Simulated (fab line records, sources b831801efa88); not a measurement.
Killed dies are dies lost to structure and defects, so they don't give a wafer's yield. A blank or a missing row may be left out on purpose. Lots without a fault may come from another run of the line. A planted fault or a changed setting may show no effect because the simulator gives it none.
Split-lot experiment | flow gf180mcu | 5 lots, 23 wafers read, on a route of 602 steps

THE SPLIT
At GF_TOP_METAL_SPUTTER_03 (material Ti, target thk 5 nm, time 3.3 s), the setting time_s was moved away from the recipe's 3.3 s on 10 of the 23 wafers read, by -11.5% to +8.8%. The other wafers ran this setting at the recipe's value.

The reading is taken at the split's own step.

THE READING
Ti_of_TOP_METAL_SPUTTER_03.thk_nm (the simulator's own value, which no gauge read), in nm, at GF_TOP_METAL_SPUTTER_03 (material Ti, target thk 5 nm, time 3.3 s). The file gives no usual value for it. The 13 wafers here that ran the recipe average 4.884 nm, standard deviation 0.18 nm.

wafer  | tool, chamber at the split | time_s as run, s | against the recipe | Ti_of_TOP_METAL_SPUTTER_03.thk_nm, nm | against lot-mates on the recipe
L074.1 | pvd_sputter-03, -          | 3.592            | +8.8%              | 5.381                                 | +0.460
L074.2 | pvd_sputter-03, -          | 3.3              | recipe             | 4.937                                 | -
L074.3 | pvd_sputter-03, -          | 3.592            | +8.8%              | 5.315                                 | +0.394
L074.5 | pvd_sputter-03, -          | 3.3              | recipe             | 4.96                                  | -
L074.6 | pvd_sputter-03, -          | 3.3              | recipe             | 4.865                                 | -
L075.2 | pvd_sputter-04, -          | 3.3              | recipe             | 4.658                                 | -
L075.4 | pvd_sputter-04, -          | 3.3              | recipe             | 4.711                                 | -
L075.5 | pvd_sputter-04, -          | 3.3              | recipe             | 4.554                                 | -
L082.2 | pvd_sputter-02, -          | 3.3              | recipe             | 5.02                                  | -
L082.3 | pvd_sputter-02, -          | 2.921            | -11.5%             | 4.382                                 | -0.640
L082.4 | pvd_sputter-02, -          | 2.921            | -11.5%             | 4.378                                 | -0.644
L082.5 | pvd_sputter-02, -          | 3.3              | recipe             | 5.065                                 | -
L082.6 | pvd_sputter-02, -          | 3.3              | recipe             | 4.98                                  | -
L083.1 | pvd_sputter-04, -          | 3.111            | -5.7%              | 4.744                                 | -0.366
L083.2 | pvd_sputter-04, -          | 3.3              | recipe             | 5.165                                 | -
L083.3 | pvd_sputter-04, -          | 3.3              | recipe             | 5.055                                 | -
L083.4 | pvd_sputter-04, -          | 3.111            | -5.7%              | 4.536                                 | -0.574
L083.5 | pvd_sputter-04, -          | 3.111            | -5.7%              | 4.731                                 | -0.379
L085.1 | pvd_sputter-03, -          | 3.48             | +5.5%              | 5.087                                 | +0.329
L085.2 | pvd_sputter-03, -          | 3.3              | recipe             | 4.708                                 | -
L085.3 | pvd_sputter-03, -          | 3.48             | +5.5%              | 5.01                                  | +0.252
L085.5 | pvd_sputter-03, -          | 3.3              | recipe             | 4.808                                 | -
L085.6 | pvd_sputter-03, -          | 3.48             | +5.5%              | 5.072                                 | +0.314

THE FIT
A straight line over all 23 wafers: Ti_of_TOP_METAL_SPUTTER_03.thk_nm changes by +0.0432 nm for each +1% of time_s; r = +0.84; the points scatter about the line by 0.15 nm.
The same after taking each lot's own level away (the mean of its wafers on the recipe; 23 wafers): +0.0569 nm for each +1%; r = +0.97; scatter 0.071 nm.
On that fit, the largest move of time_s shifts the reading by 0.65 nm.
The lots' own levels span 4.6410 to 5.1100 nm, that is 2.7 times the standard deviation above.
So the lot-to-lot level changes the slope: the two fits differ.
Check: with one of the wafers moved furthest among these (-11.5%) left out of the fit, the line predicts -0.688 nm for it against its lot-mates. It came out at -0.64 nm against them.

THE FILE'S OWN FIT
Ti_of_TOP_METAL_SPUTTER_03.thk_nm changes by +0.0561 nm for each +1% of time_s, r = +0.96.
